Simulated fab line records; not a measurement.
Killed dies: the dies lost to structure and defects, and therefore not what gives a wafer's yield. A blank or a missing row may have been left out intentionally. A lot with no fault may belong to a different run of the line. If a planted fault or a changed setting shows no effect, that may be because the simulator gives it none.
What tool caused it? ; flow sfq line ; Sampling: 11 lots, 33 wafers, 6 of 325 route steps

WHAT EACH GAUGE READ, for each wafer
SFQ_M2_RS_MEAS_914: measurement is done with a four-point probe. Usual: M2_NB_RS typically reads 0.893 ohm/sq, with standard deviation 0.0095.
lot;measured;on;M2_NB_RS (ohm/sq);flag
L907;day 25 20:35;film metro-01;0.885 0.881 0.879;
L908;day 25 22:19;film metro-01;0.887 0.898 0.880;
L911;day 27 09:16;film metro-04;0.904 0.880 0.895;
L916;day 29 04:45;film metro-03;0.886 0.871 1.067;OFF
L918;day 29 23:53;film metro-04;0.893 0.903 0.883;
L921;day 31 07:47;film metro-03;0.911 0.897 0.907;
L923;day 31 22:14;film metro-03;0.901 0.899 0.897;
L924;day 32 05:22;film metro-03;0.895 0.905 0.907;
L925;day 34 03:00;film metro-01;0.899 0.878 0.886;
L928;day 40 01:04;film metro-03;0.895 0.902 0.889;
L929;day 40 10:38;film metro-01;0.874 0.894 0.873;

SFQ_M8_BOW_MEAS_951. Usual: M8_BOW typically reads 8 um, with standard deviation 8.1.
lot;measured;on;M8_BOW (um);flag
L907;day 74 04:02;film metro-02;27 21 20;
L908;day 77 23:55;film metro-02;7 5 6;
L911;day 82 01:52;film metro-04;23 17 28;
L916;day 89 06:27;film metro-01;15 18 10;
L918;day 91 19:35;film metro-04;-7 1 1;
L921;day 92 09:07;film metro-04;10 10 22;
L923;day 92 12:58;film metro-01;12 7 0;
L924;day 92 15:22;film metro-02;7 -7 0;
L925;day 92 17:21;film metro-04;6 1 15;
L928;day 93 00:42;film metro-04;0 13 0;
L929;day 93 01:52;film metro-04;-1 -6 1;

TOOL THAT RAN EACH LOT (tool first, then ch and the chambers of the sampled wafers, then the start)
lot;SFQ_TRILAYER_M2_DEP_SPUTTER_055;SFQ_TRILAYER_M2_ETCH_METAL_ETCH_060;SFQ_TRILAYER_I7_DEP_PECVD_183;SFQ_TRILAYER_I7_VIA_STRIP_STRIP_191
L907;pvd sputter-04, day 25 20:26;rie metal-02 ch 0,1, day 32 06:49;pecvd-02 ch 0,1,2, day 73 15:49;rie metal-01 ch 0,1, day 73 23:28
L908;pvd sputter-03, day 25 22:14;rie metal-03 ch 0,1, day 32 10:22;pecvd-02 ch 1,2, day 77 04:38;rie metal-04 ch 0, day 77 16:51
L911;pvd sputter-06, day 27 09:10;rie metal-03 ch 0, day 33 21:10;pecvd-02 ch 2, day 80 20:11;rie metal-04 ch 0,1, day 81 20:07
L916;pvd sputter-06, day 29 04:36;rie metal-03 ch 0,1, day 35 22:47;pecvd-02 ch 0,1, day 85 04:29;rie metal-03 ch 0,1, day 89 01:53
L918;pvd sputter-03, day 29 23:48;rie metal-01 ch 0,1, day 36 15:33;pecvd-01 ch 0,1, day 87 17:49;rie metal-03 ch 0,1, day 91 14:53
L921;pvd sputter-03, day 31 07:40;rie metal-02 ch 0,1, day 38 03:15;pecvd-04 ch 0,2, day 88 04:29;rie metal-03 ch 0, day 92 04:13
L923;pvd sputter-04, day 31 22:09;rie metal-03 ch 0,1, day 38 13:15;pecvd-04 ch 0,2, day 88 09:52;rie metal-03 ch 0,1, day 92 07:49
L924;pvd sputter-03, day 32 05:16;rie metal-03 ch 0,1, day 38 22:51;pecvd-01 ch 1,2, day 88 12:05;rie metal-04 ch 0,1, day 92 10:13
L925;pvd sputter-03, day 34 02:52;rie metal-01 ch 0,1, day 40 07:17;pecvd-04 ch 0,2, day 88 13:17;rie metal-03 ch 0,1, day 92 12:49
L928;pvd sputter-04, day 40 00:56;rie metal-01 ch 0,1, day 45 23:23;pecvd-01 ch 1,2, day 89 01:17;rie metal-01 ch 0, day 92 19:01
L929;pvd sputter-04, day 40 10:32;rie metal-02 ch 0,1, day 46 08:57;pecvd-04 ch 0,2, day 89 03:43;rie metal-04 ch 0,1, day 92 21:01
- SFQ_TRILAYER_M2_DEP_SPUTTER_055: material Nb, target thk 200 nm, time 133.3 s.
- SFQ_TRILAYER_M2_ETCH_METAL_ETCH_060: etches Nb in Cl2/Ar, stops on SiO2, target depth 240 nm, time 120 s.
- SFQ_TRILAYER_I7_DEP_PECVD_183: deposits SiO2 from SiH4/N2O, time 111.11 s, target thk 500 nm.
- SFQ_TRILAYER_I7_VIA_STRIP_STRIP_191: strips in O2.

WHAT THE TOOLS THEMSELVES READ (means of the sampled wafers that have a number; where no wafer has one, the mark that the record gives instead)
SFQ_TRILAYER_M2_DEP_SPUTTER_055. Usual: chamber pressure pa 0.13329 Pa, standard deviation 0.00026; throttle valve pct 29.9 %, standard deviation 1.
lot;tool;chamber pressure pa (Pa);throttle valve pct (%);flag
L907;pvd sputter-04;0.13328;28.4;
L908;pvd sputter-03;0.13320;29.1;
L911;pvd sputter-06;0.13323;30.3;
L916;pvd sputter-06;0.13318;30.5;
L918;pvd sputter-03;0.13305;29.3;
L921;pvd sputter-03;0.13336;30.2;
L923;pvd sputter-04;0.13365;30.1;
L924;pvd sputter-03;0.13317;29.5;
L925;pvd sputter-03;0.13324;30.0;
L928;pvd sputter-04;0.13324;30.1;
L929;pvd sputter-04;0.13319;28.3;

SFQ_TRILAYER_M2_ETCH_METAL_ETCH_060. Usual: bias w 79.97 W, standard deviation 0.24; drypump motor current A 5.7 A, standard deviation 0.41; oes product au 0.894 a.u., standard deviation 0.0071.
lot;tool;bias w (W);drypump motor current A (A);oes product au (a.u.);flag
L907;rie metal-02;80.02;6.1;0.901;
L908;rie metal-03;80.08;5.7;0.893;
L911;rie metal-03;80.34;5.9;0.891;
L916;rie metal-03;80.05;5.4;0.877;
L918;rie metal-01;79.90;5.5;0.889;
L921;rie metal-02;80.22;5.8;0.884;
L923;rie metal-03;80.02;5.4;0.890;
L924;rie metal-03;79.84;5.7;0.887;
L925;rie metal-01;80.09;5.8;0.897;
L928;rie metal-01;80.05;5.5;0.891;
L929;rie metal-02;80.01;5.8;0.903;

SFQ_TRILAYER_I7_DEP_PECVD_183. Usual: heater power w 74 W, standard deviation 10; throttle valve pct 24.3 %, standard deviation 1.5.
lot;tool;heater power w (W);throttle valve pct (%);flag
L907;pecvd-02;70;23.0;
L908;pecvd-02;65;23.1;
L911;pecvd-02;62;23.3;
L916;pecvd-02;69;23.6;
L918;pecvd-01;72;25.3;
L921;pecvd-04;70;22.6;
L923;pecvd-04;73;22.6;
L924;pecvd-01;78;26.4;
L925;pecvd-04;66;22.7;
L928;pecvd-01;79;26.3;
L929;pecvd-04;69;22.7;

SFQ_TRILAYER_I7_VIA_STRIP_STRIP_191. Usual: drypump motor current A 5.48 A, standard deviation 0.29; oes product au 0.999 a.u., standard deviation 0.011.
lot;tool;drypump motor current A (A);oes product au (a.u.);flag
L907;rie metal-01;5.76;0.995;
L908;rie metal-04;5.41;1.011;
L911;rie metal-04;5.47;1.000;
L916;rie metal-03;5.68;0.998;
L918;rie metal-03;5.67;1.002;
L921;rie metal-03;5.92;1.009;
L923;rie metal-03;5.68;1.008;
L924;rie metal-04;5.46;0.999;
L925;rie metal-03;5.70;0.997;
L928;rie metal-01;5.27;0.977;
L929;rie metal-04;5.44;1.003;

THE ANSWER, worked out from the rows above alone
Rule: take the mean of a lot's wafers that have a number; if it is more than 3 standard deviations from the usual mean, the lot is off. A lot without any number at a reading at which 4 lots or more have one is off too. Any other lot the step has rows for is counted as sound. After the gauges, taken in route order, come the tools' own readings; for these a lot's mean is taken, as printed above. The first step at which some lot is off is used, and at that step the reading that is off furthest; a lot without a number counts as furthest.
Off: L916, seen at SFQ_M2_RS_MEAS_914 (M2_NB_RS).
If a tool, at a process step before that reading, ran all the lots that are off and no sound lot after the first of them, it fits. Those tools and the gauges at SFQ_M2_RS_MEAS_914 are tried in the same way. One fits: pvd sputter-06 at SFQ_TRILAYER_M2_DEP_SPUTTER_055. Its last sound lot is L911 (day 27 09:10), its first lot that is off L916 (day 29 04:36): a fault that began between those two fits.

WHAT THE SIMULATOR PUT IN
Site profile drift: pvd sputter-06, from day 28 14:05 on, at SFQ_TRILAYER_M2_DEP_SPUTTER_055. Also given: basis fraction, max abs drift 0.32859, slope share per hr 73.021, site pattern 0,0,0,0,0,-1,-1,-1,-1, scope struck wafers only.
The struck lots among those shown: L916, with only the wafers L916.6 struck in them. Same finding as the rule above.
